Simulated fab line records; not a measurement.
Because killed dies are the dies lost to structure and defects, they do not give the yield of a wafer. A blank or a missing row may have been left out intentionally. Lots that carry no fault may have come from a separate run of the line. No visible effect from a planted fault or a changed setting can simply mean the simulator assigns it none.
Struck lot and sound lot, side by side :: flow gf180mcu :: 14 out of 602 route steps
Sound: wafers L582.3, L582.5, L582.6. Struck: wafer L576.2. (L576.3, L576.4 of the same lot were not struck and are left out.) The cause comes at the end.
At each step with rows: each side's tool, then ch and its chambers, then its first start. Under that, the readings that differ: sound wafers :: struck wafers :: difference of the means :: sigmas: that difference in standard deviations of wafers without a fault.
alike: readings with means less than 2 such deviations apart, plus words and numbers identical on both sides. not compared: withheld readings, readings lacking a value on some wafer, bounds such as >300 that could conceal the same value, and numbers that have no deviation in the record and whose values overlap.
A row with sigmas, a row that says differs or no value, or rows on one side alone: a step with any of these is where the two part. Numbers that have no deviation but don't overlap get no sigmas and don't part them. A reading missing from all wafers of one side parts the sides only when that side holds two or more wafers.

first, 5 steps without rows for these wafers: GF_V4_COAT_09 (resist thk 1000 nm); GF_V4_SOFTBAKE_10 (time 60 s); GF_V4_EXPOSE_11 (exposes mask Via4, target cd 260 nm); GF_V4_PEB_12 (peb time 90 s); GF_V4_DEVELOP_13 (develop time 60 s).
GF_V4_CD_MEAS_14: target cd 260 nm.
  sound: cd sem-01 at day 30 01:18; struck: cd sem-02 at day 28 10:07
  alike: cd nm
GF_V4_OVL_MEAS_15:
  sound: overlay-02 at day 30 01:24; struck: overlay-01 at day 28 10:13
  alike: V4_OVL
GF_V4_ETCH_16: etches BARC in N2/H2.
  sound on rie diel-04 ch 2,3, day 30 01:25; struck on rie diel-03 ch 3, day 28 10:14
  alike: drypump motor current A, oes product au, throttle valve pct
GF_V4_ETCH_17: etches SiO2 in C4F8/O2/Ar, stops on TiN, target depth 630 nm.
  sound: rie diel-04 ch 2,3; struck: rie diel-03 ch 3
  alike: oes product au
GF_V4_STRIP_18: strips in O2/N2.
  sound on plasma asher-01 ch 0,1, day 30 01:35; struck on plasma asher-04 ch 1, day 28 10:22
reading: drypump motor current A (A)
sound: 5.2 5.3 5.2
struck: 6.6
difference: +1.4
sigmas: +3

reading: o2 flow sccm (sccm)
sound: 3012 3020 3010
struck: 2994
difference: -20
sigmas: -2

reading: rf hours counter h (h)
sound: - - -
struck: 28
difference: no value on the sound wafers
sigmas: 
  alike: heater power w, oes product au
then, 2 steps without rows for these wafers: GF_V4_STRIP_19 (strips in post etch residue remover, time 1200 s); GF_V4_CLEAN_20 (cleans in DIW).
GF_V4_SPUTTER_21: material Ti, target thk 15 nm, time 80.02 s.
  sound: pvd sputter-02 at day 30 02:10; struck: pvd sputter-04 at day 28 10:57
reading: model.Ti_of_V4_SPUTTER_21.thk nm (nm)
sound: 14.99 15.06 14.83
struck: 12.58
difference: -2.38
sigmas: 
  alike: throttle valve pct
GF_V4_SPUTTER_22: material TiN, target thk 10 nm, time 40 s.
  sound: pvd sputter-02 at day 30 02:14; struck: pvd sputter-04 at day 28 11:01
  alike: throttle valve pct

== WHERE THEY PART ==
GF_V4_STRIP_18 only, going by this record. Later steps at which nothing parts them and some readings are alike: GF_V4_SPUTTER_21, GF_V4_SPUTTER_22.

WHY: what the simulator had put in
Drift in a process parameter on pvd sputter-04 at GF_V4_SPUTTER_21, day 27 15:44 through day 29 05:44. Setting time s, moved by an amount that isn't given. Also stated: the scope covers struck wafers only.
